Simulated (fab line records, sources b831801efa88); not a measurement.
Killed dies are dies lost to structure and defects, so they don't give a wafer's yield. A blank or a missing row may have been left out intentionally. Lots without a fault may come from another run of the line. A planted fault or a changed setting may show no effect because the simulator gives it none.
Matching of chambers | flow sky130 | 4 sister chambers for SKY_VIA4_CMP_21 on cmp-01
The step polishes, stops on SiO2, t overpolish 25 s, target thk 0 nm. 4 wafers are shown with their chamber, then 9 later ones without.

EACH WAFER AND ITS CHAMBER
wafer  | chamber | motor_current_A (A)
L746.3 | 2       | 12.2
L753.3 | 1       | 12.0
L753.5 | 0       | 10.8
L753.6 | 3       | 11.6

WAFERS WITHOUT THEIR CHAMBER
wafer  | motor_current_A (A)
L754.1 | 11.7
L754.4 | 12.9
L754.5 | 11.5
L760.1 | 13.7
L760.3 | 11.2
L760.4 | 12.1
L761.1 | 10.2
L761.2 | 12.3
L761.5 | 13.0

WHICH CHAMBER EACH ONE RAN IN
wafer  | from the rows above               | in truth
L754.1 | can't be placed: 3 or 1 or 2 or 0 | 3
L754.4 | can't be placed: 2 or 1 or 3      | 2
L754.5 | can't be placed: 3 or 1 or 0 or 2 | 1
L760.1 | can't be placed: 2 or 1 or 3      | 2
L760.3 | can't be placed: 0 or 3 or 1 or 2 | 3
L760.4 | can't be placed: 1 or 2 or 3 or 0 | 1
L761.1 | can't be placed: 0 or 3 or 1      | 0
L761.2 | can't be placed: 2 or 1 or 3      | 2
L761.5 | can't be placed: 2 or 1 or 3      | 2
0 of 9 placed correctly. Not placeable from these rows: 9 (in 9, the candidates include the true chamber). Placed wrongly: 0.
How it was worked out, from the rows above alone: a wafer's distance from a chamber is the root of the sum, over the readings, of the square of ((its reading less the chamber's mean) divided by the reading's scatter). If the next closest chamber is less than 2 further off than the closest, the wafer can't be placed; otherwise it belongs to the closest. The mean given for a chamber averages the wafers shown for that chamber. The scatter: with one shown wafer a chamber, the root of the mean of the squares of how far each hidden wafer lies from its nearest shown one.
